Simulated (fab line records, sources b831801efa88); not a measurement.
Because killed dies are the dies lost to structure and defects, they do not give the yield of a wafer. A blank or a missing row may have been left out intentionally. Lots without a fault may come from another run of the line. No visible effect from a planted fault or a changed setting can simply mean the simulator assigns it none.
Problem report in the 8D (eight disciplines) form, filled by code :: flow sky130 :: the parts of the form that need people (team, actions taken, sign-off) are left out

## 1. PROBLEM STATEMENT
At SKY_FIELD_ISO_ETCH_15, run-length-s averages 104.7 s over 6 wafers from 2 lots, while fault-free wafers read 100.4 s, standard deviation 0.42. Relative to the usual mean, that is a shift of +10 standard deviations.
The step: etches the open film in CHF3/O2, stops on Si, target depth 180 nm, time 72 s.
Seen first at day 6 22:52 on rie-diel-02, wafer L878.1. Wafers with a number at this step in the record: 36, from 12 lots. Rule for "out" (also "out of limits"): further than 4 standard deviations from the usual mean. The rest of the wafers with a number are treated as sound.

## 2. WHAT IT IS AND WHAT IT IS NOT
question: which readings at this step
is: run-length-s
is not: bias-w, drypump-motor-current-A

question: which lots
is: L878, L880
is not: L857, L859, L860, L861, L863, L864, L867, L868, L874, L879

question: which wafers of those lots
is: all that have a number
is not: -

question: read on which tools
is: rie-diel-02
is not: rie-diel-01, rie-diel-03

question: when
is: from day 6 22:52
is not: up to then (27 sound wafers); but 3 sound wafers of L879 came after

## 3. THE SUSPECTS, EACH WITH WHAT RULES IT OUT
Counting: a tool at any process step up to the reading remains a suspect when it ran all the lots that are out and ran no sound lot after the first of those.
- rie-diel-02 at SKY_FIELD_ISO_ETCH_15 (etches the open film in CHF3/O2, stops on Si, target depth 180 nm, time 72 s): kept. All lots that are out passed through it, beginning with L878 at day 6 22:52, and no sound lot followed; its final sound lot before that point was L868 at day 4 14:12. On those wafers its own readings are out: run-length-s.
After counting, what remains is rie-diel-02 at SKY_FIELD_ISO_ETCH_15.

## 4. THE CAUSE (what the simulator had put in)
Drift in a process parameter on rie-diel-02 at SKY_FIELD_ISO_ETCH_15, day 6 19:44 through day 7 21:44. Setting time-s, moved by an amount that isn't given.
Only this tool survived the counting.

## 5. THE EFFECT CHAIN, in route order
Rows list readings where the struck wafers' mean (over those with a number) sits beyond 3 standard deviations from the usual. Only readings whose record carries a usual standard deviation are examined. hours: median over the lots of the time between each lot's start at the first step of this table that gives one and its start at this step. sigmas: the change, counted in usual standard deviations.
hours: 0
step: SKY_FIELD_ISO_ETCH_15
reading: oes-product-au
usual: 0.946 a.u.
on struck wafers: 0.910
change: -0.036
sigmas: -4.2

hours: 0
step: SKY_FIELD_ISO_ETCH_15
reading: run-length-s
usual: 100.4 s
on struck wafers: 104.7
change: +4.3
sigmas: +10
Here are the process steps it includes:
- SKY_FIELD_ISO_ETCH_15: etches the open film in CHF3/O2, stops on Si, target depth 180 nm, time 72 s.
Later measuring or inspecting steps at which every struck wafer that the step has a row for has a number for every such reading, and none has moved that far: SKY_DNWELL_TW_MEAS_09, SKY_VT_ADJUST_NCORE_CD_MEAS_07, SKY_SONOS_ONO_OVL_MEAS_14.

## 6. WHAT WOULD HAVE CAUGHT IT SOONER
In this record the first reading out of limits was taken at day 6 22:52, 3 hours after the fault began at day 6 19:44.
